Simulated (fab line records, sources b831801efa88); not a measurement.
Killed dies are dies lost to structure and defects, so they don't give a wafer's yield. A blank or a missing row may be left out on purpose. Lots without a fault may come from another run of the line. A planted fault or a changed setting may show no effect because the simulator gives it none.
fab line records | flow sky130
record lots=4 wafers=12 last_day=49
route steps=708 shown CAPM@539 METAL3@555 VIA3@573 PAD_OPEN@708
lots that met no fault: from a run of the same line without faults
start_h: hours from the record's first day to the start of the lot's first wafer shown | wait_h: hours since the lot's step before | " the same as in the row above | L1.1+2: a row that stands for several wafers | - no value, or no start given | * or withheld: withheld | < > ~ a bound
route shown NAME@n: a module of which the file shows steps, and the number in the route of the first | usual: mean/standard deviation of fault-free wafers | same: alike in all rows | chamber/n: place in a boat | sites: the reading at each site | _std_site: their standard deviation | _edge_site: outer sites' mean less inner sites' | radius_mm: how far each site lies from the wafer's centre | mask NAME#n: copy n | behind: the tool/chamber that last shaped the wafer | hold: why the lot was held/for how many hours/how that ended | device: the transistor (n, p or np) that didn't switch | end of line: the same wafers' tests at the end of the route | a step without rows: its recipe alone | killed: dies lost to structure and defects at the first sort, not the wafer's yield | map: a wafer's dies, x killed, . not, _ none there
set.NAME: the setting as run; set.NAME@STEP: as run at that earlier step | model.NAME: the simulator's own value behind a step, which no gauge read
lots at some steps of the route; a table a step, a row a wafer
services: from which hour (start_h, from the record's first day; less than 0 if before it) a tool's chamber was out of use, for how many hours, and why
## steps
# step SKY_CAPM_SPUTTER_02
# recipe material=TiN target_thk_nm=200 temp_c=300 power_w=6500 time_s=166.7 chamber_pressure_pa=0.4
# step SKY_CAPM_DEHYDRATE_05
# recipe temp_c=200 time_s=60
# step SKY_CAPM_HMDS_06
# recipe prime_time_s=60 prime_temp_c=120
# step SKY_CAPM_COAT_07
# recipe resist=NOVOLAK spin_rpm=3000 resist_thk_nm=1140
# step SKY_CAPM_SOFTBAKE_08
# recipe temp_c=90 time_s=60 resist=NOVOLAK
# step SKY_CAPM_EXPOSE_09
# recipe mask_id=CAPM na=0.6 source_shape=conventional sigma_outer=0.6 polarization=unpolarized target_cd_nm=1000 dose_mj=159
# step SKY_CAPM_PEB_10
# recipe temp_c=withheld time_s=* resist=NOVOLAK
# step SKY_CAPM_DEVELOP_11
# recipe resist=NOVOLAK developer=TMAH develop_time_s=60 dev_temp_c=23
# step SKY_CAPM_METAL_ETCH_13
# recipe target_depth_nm=220 stop_on=SiO2 chemistry=Cl2/BCl3 target=TiN pressure_mtorr=10 icp_w=900 bias_w=48.5 Cl2_flow_sccm=60 bcl3_flow_sccm=30 time_s=62.9
# usual chamber_pressure_mTorr=9.999/0.0079 drypump_motor_current_A=5.5/0.59 oes_product_au=0.941/0.0069 throttle_valve_pct=21.901/0.01
# columns lot.wafer tool chamber start_h wait_h chamber_pressure_mTorr drypump_motor_current_A oes_product_au rf_hours_counter_h throttle_valve_pct
L984.1 rie_metal-02 1 875.36 0.0 10.000 4.8 0.941 15 21.906
L984.4 " 0 " " 10.001 5.2 0.946 - 21.885
L984.6 " 0 " " 10.006 5.2 0.951 - 21.892
L995.1 rie_metal-03 1 959.57 0.0 10.003 6.7 0.944 9 21.908
L995.3 " 0 " " 9.999 5.4 0.949 - 21.888
L995.4 " 1 " " 9.998 6.6 0.942 - 21.905
L997.2 rie_metal-02 1 974.20 0.0 10.010 4.8 0.941 3 21.899
L997.3 " 1 " " 10.005 4.8 0.938 - 21.881
L997.5 " 1 " " 9.993 4.8 0.951 - 21.910
L100.4 rie_metal-02 0 993.93 0.0 9.995 5.2 0.938 - 21.904
L100.5 " 1 " " 10.015 4.8 0.935 - 21.900
L100.6 " 0 " " 9.999 5.2 0.948 - 21.890
# step SKY_CAPM_STRIP_14
# recipe chemistry=O2/N2 power_w=1400 pressure_mtorr=1500 platen_temp_c=withheld o2_flow_sccm=3000 n2_flow_sccm=300 overash_fraction=0.5
# step SKY_CAPM_STRIP_15
# recipe chemistry=post_etch_residue_remover time_s=1200 temp_c=72.5
# step SKY_CAPM_CLEAN_16
# recipe chemistry=IPA time_s=180 temp_c=25
# step SKY_CAPM_CLEAN_17
# recipe chemistry=O3/DIW dry=n2_spin
# step SKY_METAL3_DEHYDRATE_05
# recipe temp_c=200 time_s=60
# step SKY_METAL3_HMDS_06
# recipe prime_time_s=60 prime_temp_c=120
# step SKY_METAL3_COAT_07
# recipe resist=BARC temp_c=withheld time_s=withheld spin_rpm=3000 resist_thk_nm=60
# step SKY_METAL3_COAT_08
# recipe resist=KrF-thick spin_rpm=3000 resist_thk_nm=1140
# step SKY_METAL3_SOFTBAKE_09
# recipe temp_c=100 time_s=90 resist=KrF-thick
# step SKY_METAL3_EXPOSE_10
# recipe mask_id=MM3 na=0.68 source_shape=annular sigma_inner=0.4 sigma_outer=0.8 target_cd_nm=300 dose_mj=28
# step SKY_METAL3_PEB_11
# recipe peb_temp_c=withheld peb_time_s=withheld resist=KrF-thick
# step SKY_METAL3_DEVELOP_12
# recipe develop_time_s=60 resist=KrF-thick dev_temp_c=21
# step SKY_METAL3_DESCUM_15
# recipe chemistry=O2 source_power_w=150 bias_power_w=0 pressure_mtorr=10 temp_c=40 time_s=8
# step SKY_METAL3_ETCH_16
# recipe chemistry=N2/H2 target=BARC ion_energy_ev=200 bias_w=100 pressure_mtorr=30 n2_flow_sccm=100 h2_flow_sccm=200 icp_w=500 stop_on=SiO2 time_s=88.2 target_depth_a=600
# step SKY_METAL3_ETCH_17
# recipe target=SiO2 stop_on=TiN chemistry=C4F8/O2/Ar source_w=1500 bias_w=1200 pressure_mtorr=40 c4f8_flow_sccm=withheld O2_flow_sccm=6 Ar_flow_sccm=300 time_s=3.9 target_depth_a=150
# step SKY_METAL3_METAL_ETCH_18
# recipe target_depth_a=8450 stop_on=SiO2 over_etch_frac=0.3 time_s=183.1 chemistry=Cl2/BCl3 resist_sidewall_deg=88 pressure_mtorr=10 icp_w=900 bias_w=48.5 Cl2_flow_sccm=60 bcl3_flow_sccm=30
# step SKY_METAL3_STRIP_19
# recipe chemistry=O2/N2 power_w=1400 pressure_mtorr=1500 platen_temp_c=withheld o2_flow_sccm=3000 n2_flow_sccm=300 overash_fraction=0.5
# step SKY_METAL3_STRIP_20
# recipe chemistry=post_etch_residue_remover time_s=1200 temp_c=72.5
# step SKY_METAL3_CLEAN_21
# recipe chemistry=IPA time_s=180 temp_c=25
# step SKY_METAL3_CLEAN_22
# recipe chemistry=O3/DIW dry=n2_spin
# step SKY_VIA3_HDPCVD_00
# recipe material=SiO2 target_thk_nm=1635 sigma_open_frac=0.3 time_s=272.5 temp_c=400 sih4_flow_sccm=60 pressure_mtorr=6
# step SKY_VIA3_CMP_02
# recipe material=SiO2 down_force_psi=4 platen_rpm=60 pad_velocity_m_s=0.94248
# step SKY_VIA3_DEHYDRATE_04
# recipe temp_c=200 time_s=60
# step SKY_VIA3_HMDS_05
# recipe prime_time_s=60 prime_temp_c=120
# step SKY_VIA3_COAT_06
# recipe resist=BARC temp_c=withheld time_s=withheld spin_rpm=3000 resist_thk_nm=60
# step SKY_PAD_OPEN_PROBE_99
# usual defect_limited_yield=82.2/1.9 killed_at_M0_to_M3=44/7.2 killed_at_M4_up=3.0/1.9 killed_at_contacts=25/4.8 killed_at_front_end=16/4.2 killed_at_other=0.2/0.44 killed_dies=88/9.3 killed_open=48/7.1 killed_short=40/6.5 sort_bin_3_pad_short=0.9/0.4 sort_bin_5_function=10.5/1.5 sort_bin_6_memory=6.5/0.98 sort_n_pass=404/9.3 sort_yield_pct=82.2/1.9
# same gross_dies=492 killed_at_back_side=0 sort_bin_4_leakage[%]=0 sort_bin_8_speed[%]=0
# columns lot.wafer tool chamber start_h wait_h defect_limited_yield[%] killed_at_M0_to_M3 killed_at_M4_up killed_at_contacts killed_at_front_end killed_at_other killed_dies killed_open killed_short sort_bin_3_pad_short[%] sort_bin_5_function[%] sort_bin_6_memory[%] sort_n_pass sort_yield_pct[%] model.etest.tester.sort_n_pass model.etest.tester.sort_yield_pct model.etest.tester.sort_bin_5_pct model.etest.tester.sort_bin_3_pct
L984.1 prober-01 - 1076.11 0.1 79.5 55 2 26 18 0 101 58 43 1.2 11.0 8.3 391 79.5 391 79.47 10.98 1.22
L984.4 prober-01 - 1076.26 0.2 82.5 44 2 23 17 0 86 57 29 0.2 10.2 7.1 406 82.5 406 82.52 10.16 0.2033
L984.6 prober-01 - 1076.36 0.2 81.9 41 1 26 21 0 89 47 42 1.4 10.6 6.1 403 81.9 403 81.91 10.57 1.423
L995.1 prober-02 - 1143.40 0.1 81.3 41 3 31 17 0 92 44 48 0.8 11.2 6.7 400 81.3 400 81.3 11.18 0.813
L995.3 prober-02 - 1143.50 0.2 80.5 44 4 27 21 0 96 54 42 0.6 12.2 6.7 396 80.5 396 80.49 12.2 0.6098
L995.4 prober-02 - 1143.55 0.2 82.3 43 0 27 16 1 87 58 29 1.0 8.5 8.1 405 82.3 405 82.32 8.537 1.016
L997.2 prober-02 - 1153.54 0.1 68.1 45 1 28 18 65 157 50 43 5.9 19.5 6.5 335 68.1 335 68.09 19.51 5.894
L997.3 prober-02 - 1153.59 0.2 73.0 28 3 23 17 62 133 37 35 4.3 16.5 6.3 359 73.0 359 72.97 16.46 4.268
L997.5 prober-02 - 1153.69 0.2 70.7 37 2 25 18 62 144 55 27 4.9 17.5 6.9 348 70.7 348 70.73 17.48 4.878
L100.4 prober-01 - 1168.67 0.2 68.1 48 6 19 11 73 157 47 37 5.9 18.5 7.5 335 68.1 335 68.09 18.5 5.894
L100.5 prober-01 - 1168.72 0.2 75.6 39 3 13 12 53 120 35 32 4.9 12.6 6.9 372 75.6 372 75.61 12.6 4.878
L100.6 prober-01 - 1168.77 0.2 71.3 35 1 19 16 70 141 40 31 4.7 17.1 6.9 351 71.3 351 71.34 17.07 4.675
# killed by level:class
L984.1 VIA1:geometric_particle:open=19 LI_CONTACT:geometric_particle:open=9 VIA1:geometric_particle:short=8 VIA3:geometric_particle:open=7 FIELD_ISO:geometric_particle:open=6 METAL2:geometric_particle:short=6 POLY_GATE:geometric_particle:open=5 CONTACT:geometric_particle:open=5
L984.4 CONTACT:geometric_particle:open=14 VIA1:geometric_particle:open=14 METAL2:geometric_particle:short=7 VIA2:geometric_particle:open=7 POLY_GATE:geometric_particle:open=6 VIA3:geometric_particle:open=6 CONTACT:geometric_particle:short=5 FIELD_ISO:geometric_particle:short=4
L984.6 METAL1:geometric_particle:short=10 CONTACT:geometric_particle:open=8 LI_CONTACT:geometric_particle:open=7 FIELD_ISO:geometric_particle:open=6 VIA2:geometric_particle:open=6 VIA1:geometric_particle:open=6 VIA1:geometric_particle:short=6 POLY_GATE:geometric_particle:short=5
L995.1 VIA1:geometric_particle:open=11 CONTACT:geometric_particle:open=11 CONTACT:geometric_particle:short=7 METAL1:geometric_particle:short=6 FIELD_ISO:geometric_particle:open=5 LOCAL_INTERCONNECT:geometric_particle:short=5 METAL2:geometric_particle:short=5 FIELD_ISO:geometric_particle:short=4
L995.3 CONTACT:geometric_particle:open=12 VIA3:geometric_particle:open=7 FIELD_ISO:geometric_particle:open=6 CONTACT:geometric_particle:short=6 METAL2:geometric_particle:short=6 VIA1:geometric_particle:open=6 POLY_GATE:geometric_particle:open=5 VIA1:geometric_particle:short=5
L995.4 CONTACT:geometric_particle:open=11 VIA3:geometric_particle:open=9 VIA1:geometric_particle:open=8 FIELD_ISO:geometric_particle:open=7 POLY_GATE:geometric_particle:open=5 LI_CONTACT:geometric_particle:open=5 CONTACT:geometric_particle:short=5 VIA2:geometric_particle:open=5
L997.2 CAPM:unspecified=64 CONTACT:geometric_particle:open=12 VIA1:geometric_particle:open=11 POLY_GATE:geometric_particle:short=7 VIA2:geometric_particle:open=7 METAL2:geometric_particle:short=6 VIA1:geometric_particle:short=6 VIA3:geometric_particle:open=6
L997.3 CAPM:unspecified=61 CONTACT:geometric_particle:open=9 METAL2:geometric_particle:short=8 VIA1:geometric_particle:open=8 FIELD_ISO:geometric_particle:open=6 FIELD_ISO:geometric_particle:short=4 LOCAL_INTERCONNECT:geometric_particle:short=4 LI_CONTACT:geometric_particle:open=4
L997.5 CAPM:unspecified=62 LI_CONTACT:geometric_particle:open=10 VIA2:geometric_particle:open=10 VIA1:geometric_particle:open=9 POLY_GATE:geometric_particle:open=7 LOCAL_INTERCONNECT:geometric_particle:short=4 CONTACT:geometric_particle:open=4 METAL1:geometric_particle:short=4
L100.4 CAPM:unspecified=73 VIA1:geometric_particle:open=15 LOCAL_INTERCONNECT:geometric_particle:short=7 VIA2:geometric_particle:open=7 LI_CONTACT:geometric_particle:open=5 METAL1:geometric_particle:short=5 VIA3:geometric_particle:open=5 POLY_GATE:geometric_particle:open=4
L100.5 CAPM:unspecified=53 VIA1:geometric_particle:open=10 VIA3:geometric_particle:open=10 METAL1:geometric_particle:short=7 LI_CONTACT:geometric_particle:open=4 LOCAL_INTERCONNECT:geometric_particle:short=4 VIA2:geometric_particle:open=4 FIELD_ISO:geometric_particle:short=3
L100.6 CAPM:unspecified=70 VIA1:geometric_particle:open=9 FIELD_ISO:geometric_particle:open=6 METAL1:geometric_particle:short=6 VIA3:geometric_particle:open=5 CONTACT:geometric_particle:open=5 POLY_GATE:geometric_particle:open=4 LOCAL_INTERCONNECT:geometric_particle:short=4
# map L997.2 (x killed, . not)
__________.........x_________
________..x.........x._______
______......x.x.......xx_____
_____...xx.....x..x..xxx.____
____x..............x....x.___
___....x.x..x........x.x.x.__
__..x..x....x....x...x..xx.._
_......x..x............x.....
_........x.......x...xxx..x..
_..........x.....xx.......x..
_.x.........x.x...x.........x
_..x..x...xx......xxx........
_........x.........xxxxxxxx..
_...x......x...x..xxxxxxxxxx.
_..x..xx.x.......xxxxxxxxxxx.
__..x.............xxxxxxxxxx_
___..x..x..x.x..xxxxxxxxxxx__
____..x.x.x..x..x.xxxxxxxx___
_____.....x.x....xxxxxxxx____
______.x..x.........x.xx_____
________......xxxxxxxx_______
__________..x..xx..._________
# map L100.4 (x killed, . not)
__________......x..._________
________......x......._______
______x.......xxx...xx.._____
_____.x....x....x.....x..____
____x.........x..x.x.x....___
___....x...xxxx..x.........__
__....xx.x.xxxxx...x...x...._
_..x.xxxxxxxxxxx........xxx..
_.xx..xxxxxxxxxx......x.....x
_.....xxxxxxxxxx.............
_...x.xxxxxxxxxxx....x..x....
_......xxxxxxxxxxxx..x...x...
_......xxxxxxxxxx...x...x..x.
_......xxxxx.xx..x.....x....x
_......x..x..............x...
__..x.xx...................._
___.x.....xxx...x.x.....x.x__
____.x...x.......x.x.x....___
_____xxx...x...x.x.......____
______..x..xx....x...x.._____
________.............._______
__________...xxx..x._________
## services
# columns tool chamber start_h hours kind
rie_metal-03 0 869.69 - clean
rie_metal-03 0 869.69 11.0 scheduled_down
rie_metal-03 0 869.69 11.0 vent_cycle
rie_metal-02 1 884.70 - clean
rie_metal-02 1 884.70 28.8 scheduled_down
rie_metal-02 1 884.70 28.8 vent_cycle
rie_metal-02 0 927.23 11.1 repair
rie_metal-02 - 946.12 0.6 repair
rie_metal-03 - 957.48 1.4 pm
rie_metal-02 - 976.11 0.2 repair
rie_metal-03 0 978.80 19.5 repair
## key
first_sign step=SKY_PAD_OPEN_PROBE_99 reading=killed_at_other direction=up sigmas=64 usual=0.2 struck=64.2
effect step=SKY_PAD_OPEN_PROBE_99 reading=sort_bin_3_pad_short direction=up sigmas=11 usual=0.9 struck=5.1
model_effect step=SKY_PAD_OPEN_PROBE_99 value=etest.tester.sort_n_pass without=405.7 struck=350
met_at SKY_CAPM_METAL_ETCH_13
struck_wafers L997.2,L997.3,L997.5,L100.4,L100.5,L100.6
onset_between 875.36 974.20
also_fits time
fault kind=chamber_particle_source tool=rie_metal-02 chamber=- onset_h=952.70 steps=SKY_CAPM_METAL_ETCH_13 rate_per_visit_cm2=2.0363 end_h=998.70
